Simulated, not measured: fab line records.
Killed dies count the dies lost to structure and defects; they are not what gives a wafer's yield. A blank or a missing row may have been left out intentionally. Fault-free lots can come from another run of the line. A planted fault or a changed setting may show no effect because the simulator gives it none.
The tool behind it: which one? ; flow sky130 ; 36 wafers from 12 lots sampled at 2 of the route's 708 steps

## WHAT THE GAUGES SHOWED, per wafer
SKY_CAP2M_THK_MEAS_01.
lot;measured;on;CAP2M_CVD_00_THK (nm)
L686;day 39 21:40;film metro-01;15.56 15.76 15.64
L691;day 40 21:05;film metro-01;15.34 15.33 15.55
L695;day 42 06:22;film metro-02;15.40 15.44 15.48
L697;day 42 06:44;film metro-03;15.28 15.50 15.73
L694;day 42 07:04;film metro-03;14.84 15.40 15.29
L696;day 42 18:42;film metro-02;15.04 15.32 15.25
L698;day 43 09:50;film metro-03;15.41 15.47 15.33
L699;day 43 16:40;film metro-01;15.36 15.34 15.52
L701;day 44 09:37;film metro-03;15.24 15.11 15.58
L705;day 45 14:46;film metro-03;15.11 15.62 15.74
L706;day 45 19:00;film metro-02;15.64 15.29 15.46
L708;day 45 23:00;film metro-02;15.03 15.31 15.43

## TOOL THAT RAN EACH LOT (tool first, then ch and the chambers of the sampled wafers, then the start)
lot;SKY_METAL4_SPUTTER_02
L686;pvd sputter-01, day 39 21:32
L691;pvd sputter-01, day 40 20:56
L695;pvd sputter-03, day 42 06:14
L697;pvd sputter-03, day 42 06:37
L694;pvd sputter-03, day 42 06:56
L696;pvd sputter-03, day 42 18:33
L698;pvd sputter-01, day 43 09:40
L699;pvd sputter-01, day 43 16:32
L701;pvd sputter-03, day 44 09:29
L705;pvd sputter-01, day 45 14:38
L706;pvd sputter-02, day 45 18:52
L708;pvd sputter-02, day 45 22:51
- SKY_METAL4_SPUTTER_02: material AlCu, target thk 735 nm, time 39.1 s.

## AS READ BY THE TOOLS THEMSELVES (means over the sampled wafers that have a number; for cases with no such wafer, the mark the record gives instead)
SKY_METAL4_SPUTTER_02.
lot;tool;chamber pressure pa (Pa);throttle valve pct (%)
L686;pvd sputter-01;0.3993;29.8
L691;pvd sputter-01;0.3997;30.8
L695;pvd sputter-03;0.3996;30.8
L697;pvd sputter-03;0.3994;30.8
L694;pvd sputter-03;0.4001;30.7
L696;pvd sputter-03;0.4000;30.3
L698;pvd sputter-01;0.4003;31.4
L699;pvd sputter-01;0.4001;30.7
L701;pvd sputter-03;0.4000;30.5
L705;pvd sputter-01;0.4002;29.8
L706;pvd sputter-02;0.3992;30.8
L708;pvd sputter-02;0.3995;30.2

## THE ANSWER, worked out from the rows above alone
Rule: what is usual is taken from the lots themselves. Put in order of their means at a reading, lots are off if they are a third of the lots or fewer, leave a main group of 4 or more, and stand apart from it by a gap of 3 or more times the standard deviation of the main group's means; of several such gaps the widest counts. If all means in a main group match to the digits the tables above print for the reading, that group is not used. A lot without any number at a reading at which 4 lots or more have one is off too. The other lots that the step has rows for count as sound. After the gauges, taken in route order, come the tools' own readings; for these a lot's mean is taken, as printed above. At the first step where some lot is off, the reading lying furthest off is the one used; lots without a number count as furthest.
Nothing can be told from this: no lot is off at any reading shown.

## WHAT THE SIMULATOR PUT IN
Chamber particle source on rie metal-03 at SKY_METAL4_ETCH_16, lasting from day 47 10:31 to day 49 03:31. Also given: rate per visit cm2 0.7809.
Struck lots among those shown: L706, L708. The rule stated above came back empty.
